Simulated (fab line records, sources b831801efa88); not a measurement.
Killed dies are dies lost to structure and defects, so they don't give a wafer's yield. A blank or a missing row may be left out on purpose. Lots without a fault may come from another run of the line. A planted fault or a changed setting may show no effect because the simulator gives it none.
Problem report in the 8D (eight disciplines) form, filled by code | flow sky130 | the parts of the form that need people (team, actions taken, sign-off) are left out

1. THE PROBLEM
run_length_s at SKY_RES_PROTECT_SOFTBAKE_03 reads a mean of 87.09 s on 2 wafers of 2 lots; wafers without a fault read 89.28 s with a standard deviation of 0.14. That is -16 standard deviations from the usual mean.
The step: time 60 s.
First seen on wafer L716.5, day 16 09:28, on litho_track-04. The record holds 38 wafers of 13 lots with a number at this step. Rule for "out", or "out of limits": more than 4 standard deviations from the usual mean. The other wafers with a number count as sound.

2. WHAT IT IS AND WHAT IT IS NOT
question                    | is                                 | is not
which readings at this step | run_length_s, heater_power_total_W | exhaust_pa
which lots                  | L716, L718                         | L713, L714, L725, L726, L727, L728, L729, L730, L732, L733, L734
which wafers of those lots  | L716.5, L718.3                     | L716.1, L716.6, L718.2
read on which tools         | litho_track-04                     | litho_track-02, litho_track-03
when                        | from day 16 09:28                  | up to then (8 sound wafers); but 28 sound wafers of L718, L725, L726, L727, L728, L729, L730, L732, L733, L734 came after

3. SUSPECTS, AND WHAT RULES EACH OUT
Counting: a tool at a process step up to the reading stays a suspect if it ran every lot that is out. Sound lots after the first of them don't rule it out here, since some wafers of a struck lot are sound.
- litho_track-04 at SKY_RES_PROTECT_SOFTBAKE_03 (time 60 s): kept. It ran every lot that is out, first L716 (day 16 09:28); its last sound lot up to then is L714 (day 15 23:43). Its own readings are out on those wafers: heater_power_total_W, run_length_s.
Left after counting: litho_track-04 at SKY_RES_PROTECT_SOFTBAKE_03.

4. THE CAUSE (what the simulator had put in)
Process parameter drift: litho_track-04, from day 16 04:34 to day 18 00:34, at SKY_RES_PROTECT_SOFTBAKE_03. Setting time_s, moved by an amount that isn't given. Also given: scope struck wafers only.
Counting left only this tool.

5. THE CHAIN OF EFFECTS, in route order
Each row: a reading whose mean over the struck wafers that have a number lies more than 3 standard deviations from the usual. Only readings for which the record gives a usual standard deviation are gone through. hours: the time from each lot's start at the first step in this table that gives one to its start at this step, as a median over the lots. sigmas: the change in usual standard deviations.
hours | step                        | reading              | usual   | on struck wafers | change | sigmas
0     | SKY_RES_PROTECT_SOFTBAKE_03 | heater_power_total_W | 56.60 W | 57.27            | +0.66  | +14
0     | SKY_RES_PROTECT_SOFTBAKE_03 | run_length_s         | 89.28 s | 87.09            | -2.19  | -16
The process steps in it:
- SKY_RES_PROTECT_SOFTBAKE_03: time 60 s.

6. WHAT WOULD HAVE CAUGHT IT SOONER
In this record the first reading out of limits was taken at day 16 09:28, 5 hours after the fault began at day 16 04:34.
